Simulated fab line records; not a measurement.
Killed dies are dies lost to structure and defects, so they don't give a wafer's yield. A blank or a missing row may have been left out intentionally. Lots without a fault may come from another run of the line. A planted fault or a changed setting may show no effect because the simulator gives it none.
2 desks looking at one fault | flow sky130 | only its own numbers are on each desk; what lay behind them is given at the end

## THE METROLOGY DESK
What the gauges read, lot by lot, whatever tool the lot ran on: means of the sampled wafers that have a number. If a lot's mean is further than 4 standard deviations from the usual mean, the lot is out of limits and carries the mark OUT (the distance appears in the brackets).
Columns: A = CAP2M_OVL at SKY_CAP2M_OVL_MEAS_12, usual -0.7 nm; B = VIA4_HDPCVD_THK at SKY_VIA4_THK_MEAS_01, usual 1747 nm; C = VIA4_W_THK at SKY_VIA4_THK_MEAS_20, usual 517 nm
lot  | first seen here | A    | B               | C
L941 | day 41 00:58    | -2.7 | 1777            | 511
L942 | day 41 01:16    | -2.0 | 1760            | 521
L943 | day 41 10:31    | -3.9 | 1744            | 521
L947 | day 42 16:55    | 0.6  | 1771            | 528
L950 | day 43 04:26    | -1.5 | 1784            | 520
L951 | day 43 06:10    | 0.2  | 1758            | 519
L955 | day 44 08:16    | -1.3 | 1727            | 520
L954 | day 44 12:04    | -2.0 | 1740            | 511
L960 | day 45 20:31    | -1.1 | 1870 (+6.8) OUT | 516
L961 | day 45 22:37    | 0.9  | 1858 (+6.2) OUT | 519
L963 | day 46 18:55    | -1.1 | 1728            | 508
This desk finds L960, L961 out of limits, with the earliest case on L960 at day 46 18:45 (VIA4_HDPCVD_THK at SKY_VIA4_THK_MEAS_01). L941, L942, L943, L947, L950, L951, L955, L954, L963: within limits.

## DESK OF THE TOOL OWNER: hdpcvd-02
The tool's own readings at SKY_VIA4_HDPCVD_00 (deposits SiO2, target thk 1750 nm, time 291.7 s): means of the sampled wafers that have a number, for each lot that ran on this tool. If a lot's mean is further than 4 standard deviations from the usual mean, the lot is out of limits and carries the mark OUT (the distance appears in the brackets).
Columns: A = sih4 flow sccm at SKY_VIA4_HDPCVD_00, usual 60.00 sccm; B = susceptor temp C at SKY_VIA4_HDPCVD_00, usual 400.00 C
lot  | first seen here | A               | B
L941 | day 42 02:57    | 60.05           | 399.91
L942 | day 42 03:52    | 59.99           | 399.98
L947 | day 43 17:59    | 59.91           | 400.02
L950 | day 44 05:05    | 60.07           | 400.08
L951 | day 44 07:03    | 59.98           | 399.99
L960 | day 46 18:34    | 64.08 (+20) OUT | 400.15
L961 | day 46 20:22    | 63.86 (+19) OUT | 400.01
This desk's finding: out of limits on L960, L961; first on L960, day 46 18:34 (sih4 flow sccm at SKY_VIA4_HDPCVD_00). L941, L942, L947, L950, L951: within limits.

## ALL TOGETHER
The tool owner's desk could have raised an alarm at day 46 18:34, on L960, L961.
L960, L961 would have let the metrology desk raise an alarm at day 46 18:45.
On hdpcvd-02, each named lot ran SKY_VIA4_HDPCVD_00.

## WHAT WAS PUT IN BY THE SIMULATOR
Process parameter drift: hdpcvd-02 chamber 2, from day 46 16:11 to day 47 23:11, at SKY_VIA4_HDPCVD_00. Setting sih4 flow sccm shifted by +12 from 60. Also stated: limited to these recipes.
Shown lots that were struck: L960, L961.
Hours from the fault's start to each desk's first reading out of limits: the tool owner's desk, 2; the metrology desk, 3.
